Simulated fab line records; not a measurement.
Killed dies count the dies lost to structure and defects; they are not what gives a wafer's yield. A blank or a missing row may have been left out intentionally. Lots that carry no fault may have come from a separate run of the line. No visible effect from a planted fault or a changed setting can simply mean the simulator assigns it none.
Struck lot and sound lot, side by side    flow sky130    4 out of 708 route steps
Sound: the wafers L856.3, L856.5, L856.6. Wafers L848.2, L848.3, L848.4 were the ones struck. At the end, the cause is stated.
For every step that has rows: the tool of each side, followed by ch and its chambers, followed by its first start. Under that, the readings that differ: sound wafers    struck wafers    difference of the means    sigmas: that difference in standard deviations of wafers without a fault.
alike: readings with means less than 2 such deviations apart, plus words and numbers identical on both sides. not compared: withheld readings, readings lacking a value on some wafer, bounds such as >300 that could conceal the same value, and numbers that have no deviation in the record and whose values overlap.
The two part at a step that has a row with sigmas, a row that says differs or no value, or rows on one side only. When numbers do not overlap yet have no deviation, they are printed without sigmas and do not part them. A reading that every wafer of one side lacks parts them only if that side has two wafers or more.

SKY_FIELD_ISO_BOW_MEAS_00:
  sound on filmMetro-02, day 5 04:02; struck on filmMetro-02, day 3 12:01
  alike: INCOMING_BOW
SKY_FIELD_ISO_OXIDATION_01: stabilise 600 s, purge 300 s, target thk 12 nm.
  struck on furnace-01, day 3 12:51; sound on furnace-01 ch 0, day 5 04:44
  no value came back on the struck wafers for any of 5 readings (oxTempC (C), oxTempCMax and others); on the sound wafers oxTempC (C) reads 899.6 899.9 899.4
then, 1 step without rows for these wafers: SKY_FIELD_ISO_CVD_03 (deposits Si3N4 from DCS/NH3, target thk 165 nm, time 2830 s).
-- the record jumps here: 45 days lie between the struck wafers' starts before and after (it left off in module FIELD_ISO and takes up again in module PAD_OPEN, whose first step shown is number 708 of the route) --
SKY_PAD_OPEN_PROBE_99:
  sound on prober-02, day 50 07:25; struck on prober-02, day 48 12:13
reading                                      sound                          struck                         difference  sigmas
model.etest.pfet_16v.rOnOhmUm                1.552e+04 1.534e+04 1.566e+04  1.512e+04 1.465e+04 1.468e+04  -6.900e+02  
model.etest.capLiToPoly.cAfUm2               97.94 100.6 99.17              92.66 93.05 96.12              -5.29       
model.etest.capPolyToWell.cAfUm2             90.95 92.58 89.74              92.96 95.03 93.82              +2.85       
model.etest.fieldP.vtV (V)                   -43.29 -43.05 -44.19           -40.8 -38.34 -38.72            +4.2        
model.etest.fieldN.vtV (V)                   36.4 36.14 36.5                35.58 34.46 34.53              -1.49       
model.etest.diodeNdiffFingers.leakLog10ACm2  -6.677 -6.808 -6.714           -5.86 -5.886 -6.129            +0.77       
model.etest.diodePdiffFingers.leakLog10ACm2  -6.378 -6.736 -6.796           -5.732 -5.812 -6.147           +0.740      
model.etest.sramNfetPass.offLog10AUm         -12.8 -12.53 -12.63            -12 -12.05 -11.79              +1          

== WHERE THEY PART ==
At SKY_FIELD_ISO_OXIDATION_01 and nowhere else, as far as this record goes.

WHY: what had been put in by the simulator
Skipped step whole: furnace-01, from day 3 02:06 on, at SKY_FIELD_ISO_OXIDATION_01. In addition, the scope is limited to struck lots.
